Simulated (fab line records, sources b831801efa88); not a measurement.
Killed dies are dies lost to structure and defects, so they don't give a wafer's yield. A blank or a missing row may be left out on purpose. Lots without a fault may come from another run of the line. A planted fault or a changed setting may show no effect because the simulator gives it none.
One fault seen from 2 desks | flow sky130 | each desk has only its own numbers; what lay behind them comes last

THE METROLOGY DESK
What the gauges read, lot by lot, whatever tool the lot ran on: means of the sampled wafers that have a number. A lot is out of limits, marked OUT, if its mean lies more than 4 standard deviations from the usual mean; the brackets give that distance.
Columns: A = LDD_N_OVL at SKY_LDD_N_OVL_MEAS_07, usual -0.3 nm
lot  | first seen here | A
L440 | day 19 17:03    | -2.6
L442 | day 19 17:39    | -0.7
L444 | day 19 18:05    | 0.4
L446 | day 20 16:10    | 0.4
L456 | day 24 03:05    | 0.8
L455 | day 24 03:23    | 1.2
This desk's finding: nothing out of limits on any of the 6 lots.

THE TOOL OWNER'S DESK: implanter-04
The tool's own readings at SKY_LDD_N_IMPLANT_14: means of the sampled wafers that have a number, for each lot that ran on this tool. A lot is out of limits, marked OUT, if its mean lies more than 4 standard deviations from the usual mean; the brackets give that distance.
Columns: A = dose_ions_cm2 at SKY_LDD_N_IMPLANT_14, usual 5.001e+12; B = faraday_current_uA at SKY_LDD_N_IMPLANT_14, usual 28.1
lot  | first seen here | A                           | B
L440 | day 19 18:00    | 4.998e+12                   | 28.4
L442 | day 19 20:26    | 4.994e+12                   | 27.7
L444 | day 19 21:38    | 3.172e+12 (-99 or more) OUT | 18.1 (-18) OUT
L446 | day 20 17:07    | 3.171e+12 (-99 or more) OUT | 18.0 (-18) OUT
L455 | day 24 04:20    | 5.007e+12                   | 28.6
This desk's finding: out of limits on L444, L446; first on L444, day 19 21:38 (dose_ions_cm2 at SKY_LDD_N_IMPLANT_14). In limits: L440, L442, L455.

PUT TOGETHER
The tool owner's desk could have raised an alarm at day 19 21:38, on L444, L446.
The metrology desk saw nothing out of limits.
The metrology desk has L444, L446 on record, within its limits.
Of the lots named, all ran SKY_LDD_N_IMPLANT_14 on implanter-04.

WHAT THE SIMULATOR HAD PUT IN
Process parameter drift: implanter-04, from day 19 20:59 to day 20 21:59, at SKY_LDD_N_IMPLANT_14. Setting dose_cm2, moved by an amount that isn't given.
Lots struck among those shown: L444, L446.
Hours from the fault's start to each desk's first reading out of limits: the tool owner's desk, 1.
